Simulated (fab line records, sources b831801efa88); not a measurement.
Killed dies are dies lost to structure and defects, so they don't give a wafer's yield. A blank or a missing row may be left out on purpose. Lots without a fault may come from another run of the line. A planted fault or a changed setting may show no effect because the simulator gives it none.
Chamber matching | flow sky130 | SKY_VIA2_CMP_02 on cmp-01: 4 sister chambers
The step polishes SiO2. 8 wafers are shown with their chamber, then 8 later ones without.

WAFERS WITH THEIR CHAMBER
wafer  | chamber | motor_current_A (A)
L642.3 | 0       | 12.1
L646.1 | 1       | 10.6
L646.3 | 0       | 12.0
L647.6 | 2       | 12.3
L648.1 | 2       | 12.2
L648.2 | 3       | 11.0
L648.5 | 1       | 9.3
L658.1 | 3       | 11.8

WAFERS WITHOUT THEIR CHAMBER
wafer  | motor_current_A (A)
L658.2 | 12.6
L658.5 | 11.6
L661.3 | 12.1
L661.4 | 11.4
L661.6 | 11.8
L663.1 | 12.3
L663.3 | 12.2
L663.5 | 11.4

WHICH CHAMBER EACH WENT THROUGH
wafer  | from the rows above          | in truth
L658.2 | can't be placed: 2 or 0 or 3 | 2
L658.5 | can't be placed: 3 or 0 or 2 | 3
L661.3 | can't be placed: 0 or 2 or 3 | 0
L661.4 | can't be placed: 3 or 0 or 2 | 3
L661.6 | can't be placed: 0 or 3 or 2 | 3
L663.1 | can't be placed: 2 or 0 or 3 | 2
L663.3 | can't be placed: 2 or 0 or 3 | 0
L663.5 | can't be placed: 3 or 0 or 2 | 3
Placed correctly: 0 of 8. Can't be placed from these rows: 8 (the true chamber is among the candidates in 8). Placed wrongly: 0.
How it was worked out, from the rows above alone: a wafer's distance from a chamber is the root of the sum, over the readings, of the square of ((its reading less the chamber's mean) divided by the reading's scatter). The wafer belongs to the nearest chamber; if the next one is less than 2 further off, it can't be placed. A chamber's mean is the mean of its shown wafers. The scatter: the root of (the sum of the squares of (reading less its chamber's mean) over the shown wafers, divided by (wafers less chambers)).
